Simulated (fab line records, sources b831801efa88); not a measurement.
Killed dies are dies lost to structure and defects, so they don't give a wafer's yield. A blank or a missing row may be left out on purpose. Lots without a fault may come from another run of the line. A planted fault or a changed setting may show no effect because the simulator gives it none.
Chamber matching | flow sfq_line | SFQ_TRILAYER_I7_CMP_CMP_184 on cmp-01: 4 sister chambers
The step polishes SiO2. 18 wafers are shown with their chamber, then 9 later ones without.

WAFERS WITH THEIR CHAMBER
wafer  | chamber | motor_current_A (A) | time_to_endpoint_s (s) | platen_rpm (rpm)
L615.3 | 1       | 9.1                 | 203                    | 60.02
L615.5 | 1       | 9.1                 | 206                    | 59.98
L615.6 | 0       | 11.6                | 210                    | 60.00
L616.4 | 1       | 8.8                 | 212                    | 59.93
L616.3 | 3       | 10.5                | 203                    | 59.94
L616.5 | 2       | 10.2                | 215                    | 59.93
L624.1 | 1       | 8.7                 | 204                    | 59.97
L624.2 | 0       | 11.0                | 208                    | 60.10
L624.5 | 3       | 10.3                | 211                    | 59.96
L626.1 | 2       | 11.0                | 219                    | 60.05
L626.4 | 3       | 10.6                | 222                    | 59.99
L626.6 | 2       | 10.1                | 223                    | 59.99
L629.2 | 1       | 9.1                 | 206                    | 60.05
L629.5 | 1       | 9.1                 | 212                    | 60.02
L629.6 | 2       | 11.2                | 216                    | 60.03
L631.3 | 2       | 10.4                | 206                    | 59.94
L631.4 | 1       | 8.9                 | 208                    | 59.99
L631.5 | 0       | 11.2                | 203                    | 59.94

SIGNATURES (means of the wafers above)
reading            | chamber 0 | chamber 1 | chamber 2 | chamber 3 | scatter within a chamber
motor_current_A    | 11.267    | 8.971     | 10.580    | 10.467    | 0.313
time_to_endpoint_s | 207.00    | 207.29    | 215.80    | 212.00    | 5.63
platen_rpm         | 60.0133   | 59.9943   | 59.9880   | 59.9633   | 0.05
Rule: a wafer's distance from a chamber is the root of the sum, over the readings, of the square of ((its reading less the chamber's mean) divided by the reading's scatter). The wafer belongs to the nearest chamber; if the next one is less than 2 further off, it can't be placed. The scatter: the root of (the sum of the squares of (reading less its chamber's mean) over the shown wafers, divided by (wafers less chambers)).

WAFERS WITHOUT THEIR CHAMBER
wafer  | motor_current_A (A) | time_to_endpoint_s (s) | platen_rpm (rpm)
L632.1 | 8.9                 | 205                    | 59.98
L632.3 | 11.1                | 197                    | 60.00
L632.6 | 11.0                | 219                    | 60.01
L636.3 | 11.0                | 210                    | 59.93
L636.5 | 11.1                | 217                    | 59.95
L636.6 | 10.3                | 220                    | 60.04
L637.1 | 9.3                 | 214                    | 60.05
L637.2 | 11.5                | 216                    | 60.07
L637.6 | 10.6                | 228                    | 60.00

WHICH CHAMBER EACH WENT THROUGH
wafer  | from the rows above          | in truth
L632.1 | 1                            | 1
L632.3 | can't be placed: 0 or 3 or 2 | 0
L632.6 | can't be placed: 2 or 0 or 3 | 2
L636.3 | can't be placed: 3 or 0 or 2 | 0
L636.5 | can't be placed: 2 or 3 or 0 | 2
L636.6 | can't be placed: 2 or 3      | 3
L637.1 | 1                            | 1
L637.2 | can't be placed: 0 or 2 or 3 | 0
L637.6 | can't be placed: 2 or 3      | 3
Placed correctly: 2 of 9. Can't be placed from these rows: 7 (the true chamber is among the candidates in 7). Placed wrongly: 0.
